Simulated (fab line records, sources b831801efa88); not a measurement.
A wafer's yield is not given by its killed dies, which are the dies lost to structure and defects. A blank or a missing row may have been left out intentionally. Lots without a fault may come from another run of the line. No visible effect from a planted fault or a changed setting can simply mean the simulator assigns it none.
The tool behind it: which one? | flow gf180mcu | Sampling: 7 lots, 21 wafers, 2 of 602 route steps

WHAT THE GAUGES READ, wafer by wafer
GF_CONTACT_BOW_MEAS_05.
lot  | measured     | on            | CONTACT_BOW (um)
L289 | day 16 07:00 | film metro-01 | 69 64 59
L291 | day 16 18:40 | film metro-04 | 74 69 66
L294 | day 18 01:11 | film metro-02 | 71 62 71
L295 | day 18 16:08 | film metro-02 | 69 61 73
L298 | day 19 06:21 | film metro-01 | 66 65 59
L306 | day 22 04:05 | film metro-02 | 62 77 59
L310 | day 23 13:42 | film metro-01 | 60 69 67

TOOL THAT RAN EACH LOT (tool first, then ch and the chambers of the sampled wafers, then the start)
lot  | GF_PSD_EXPOSE_04
L289 | iline stepper-02 ch 0, day 14 19:39
L291 | iline stepper-02 ch 0, day 15 06:23
L294 | iline stepper-01 ch 0, day 16 11:08
L295 | iline stepper-01 ch 0, day 17 02:05
L298 | iline stepper-01 ch 0, day 17 15:25
L306 | iline stepper-02 ch 0, day 20 13:38
L310 | iline stepper-02 ch 0, day 22 01:04
- GF_PSD_EXPOSE_04: exposes mask Pplus, target cd 400 nm.

THE ANSWER, worked out from the rows above alone
Rule: the lots themselves supply what counts as usual. Put in order of their means at a reading, lots are off if they are a third of the lots or fewer, leave a main group of 4 or more, and stand apart from it by a gap of 3 or more times the standard deviation of the main group's means; of several such gaps the widest counts. The tables above print the reading to a certain number of digits; a main group whose means all agree to those digits is not used. Also off: a lot with no number at a reading for which 4 or more lots have one. Where the step has rows for the other lots, those lots are counted as sound.
No lot is off on any of the readings shown, so nothing can be concluded from this.

WHAT THE SIMULATOR HAD INSERTED
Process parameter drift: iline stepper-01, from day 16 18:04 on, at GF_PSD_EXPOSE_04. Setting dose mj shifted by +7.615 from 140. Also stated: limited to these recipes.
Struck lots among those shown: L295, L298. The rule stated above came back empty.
